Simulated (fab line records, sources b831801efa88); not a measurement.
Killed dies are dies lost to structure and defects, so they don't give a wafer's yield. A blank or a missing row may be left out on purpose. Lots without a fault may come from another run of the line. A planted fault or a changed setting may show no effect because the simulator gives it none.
Which tool did it? | flow gf180mcu | 11 lots, 33 wafers sampled, at 3 steps of a route of 602

WHAT THE GAUGES READ, wafer by wafer
GF_VT_IMPLANT_RS_MEAS_46: measures by four-point-probe. Usual: MVSD_RS 456.8 ohm/sq, standard deviation 1.
lot  | measured     | on            | MVSD_RS (ohm/sq)                    | flag
L190 | day 7 20:05  | film_metro-03 | 456.7 457.2 455.6                   |
L191 | day 8 01:40  | film_metro-04 | 456.7 456.9 457.0                   |
L194 | day 8 22:22  | film_metro-04 | 492.2 492.9 492.7 492.7 491.9 492.5 | OFF
L195 | day 9 09:27  | film_metro-04 | 492.7 491.7 491.8 490.1 491.0 490.6 | OFF
L197 | day 9 18:45  | film_metro-04 | 455.3 456.0 456.0                   |
L202 | day 11 06:04 | film_metro-03 | 456.1 456.9 455.4                   |
L205 | day 12 00:47 | film_metro-02 | 456.0 455.8 456.9                   |
L207 | day 12 14:06 | film_metro-04 | 456.7 457.5 457.4                   |
L208 | day 13 00:26 | film_metro-02 | 455.9 456.8 456.1                   |
L210 | day 13 12:02 | film_metro-02 | 457.4 457.5 456.1                   |
L211 | day 13 20:09 | film_metro-02 | 456.3 456.7 458.1                   |

GF_VT_IMPLANT_RS_MEAS_47: measures by four-point-probe. Usual: NWELL_RS 487.9 ohm/sq, standard deviation 1.2.
lot  | measured     | on            | NWELL_RS (ohm/sq) | flag
L190 | day 7 20:12  | film_metro-03 | 486.2 487.1 487.9 |
L191 | day 8 01:47  | film_metro-04 | 488.7 488.7 489.5 |
L194 | day 9 00:13  | film_metro-04 | 488.6 489.6 489.5 |
L195 | day 9 12:46  | film_metro-04 | 486.2 486.0 487.1 |
L197 | day 9 18:52  | film_metro-04 | 486.2 486.6 486.5 |
L202 | day 11 06:11 | film_metro-03 | 484.5 487.3 487.6 |
L205 | day 12 00:54 | film_metro-02 | 488.7 488.7 486.9 |
L207 | day 12 14:13 | film_metro-04 | 486.2 485.8 486.7 |
L208 | day 13 00:33 | film_metro-02 | 486.8 487.6 487.9 |
L210 | day 13 12:10 | film_metro-02 | 486.9 488.3 488.3 |
L211 | day 13 20:16 | film_metro-02 | 488.8 490.3 488.3 |

WHICH TOOL RAN EACH LOT (tool, then ch and the chambers of the sampled wafers, then the start)
lot  | GF_MVSD_IMPLANT_09
L190 | implanter-04 ch 0, day 4 15:58
L191 | implanter-03 ch 0, day 4 21:15
L194 | implanter-03 ch 0, day 5 14:43
L195 | implanter-03 ch 0, day 6 00:27
L197 | implanter-04 ch 0, day 6 08:43
L202 | implanter-02 ch 0, day 7 13:46
L205 | implanter-03 ch 0, day 8 07:10
L207 | implanter-03 ch 0, day 8 18:31
L208 | implanter-02 ch 0, day 9 02:08
L210 | implanter-04 ch 0, day 9 13:34
L211 | implanter-02 ch 0, day 9 19:09
- GF_MVSD_IMPLANT_09

WHAT THE TOOLS THEMSELVES READ (means of the sampled wafers that have a number; where no wafer has one, the mark that the record gives instead)
GF_MVSD_IMPLANT_09. Usual: dose_ions_cm2 5.001e+12, standard deviation 5.1e+09; faraday_current_uA 28.1, standard deviation 0.55.
lot  | tool         | dose_ions_cm2 | faraday_current_uA | flag
L190 | implanter-04 | 5.001e+12     | 27.5               |
L191 | implanter-03 | 4.998e+12     | 28.2               |
L194 | implanter-03 | 2.917e+12     | 16.3               | OFF
L195 | implanter-03 | 2.912e+12     | 16.4               | OFF
L197 | implanter-04 | 4.997e+12     | 28.7               |
L202 | implanter-02 | 5.001e+12     | 27.9               |
L205 | implanter-03 | 5.002e+12     | 28.3               |
L207 | implanter-03 | 5.001e+12     | 28.7               |
L208 | implanter-02 | 5.006e+12     | 28.2               |
L210 | implanter-04 | 5.009e+12     | 27.8               |
L211 | implanter-02 | 5.002e+12     | 28.0               |

THE ANSWER, worked out from the rows above alone
Rule: a lot is off if the mean of its wafers that have a number lies more than 3 standard deviations from the usual mean. A lot without any number at a reading at which 4 lots or more have one is off too. The other lots that the step has rows for count as sound. The gauges are gone through in route order, then the tools' own readings, and for those a lot's mean is taken as printed above. The first step at which some lot is off is used, and at that step the reading that is off furthest; a lot without a number counts as furthest.
Off: L194, L195, at GF_VT_IMPLANT_RS_MEAS_46 (MVSD_RS).
A tool fits if, at a process step before that reading, it ran every lot that is off, and no sound lot after the first of them. The gauges at GF_VT_IMPLANT_RS_MEAS_46 aren't tried: what is off there is off at GF_MVSD_IMPLANT_09 too, on other tools, and a gauge's error can't cause that. None of those tried fits.

WHAT THE SIMULATOR HAD PUT IN
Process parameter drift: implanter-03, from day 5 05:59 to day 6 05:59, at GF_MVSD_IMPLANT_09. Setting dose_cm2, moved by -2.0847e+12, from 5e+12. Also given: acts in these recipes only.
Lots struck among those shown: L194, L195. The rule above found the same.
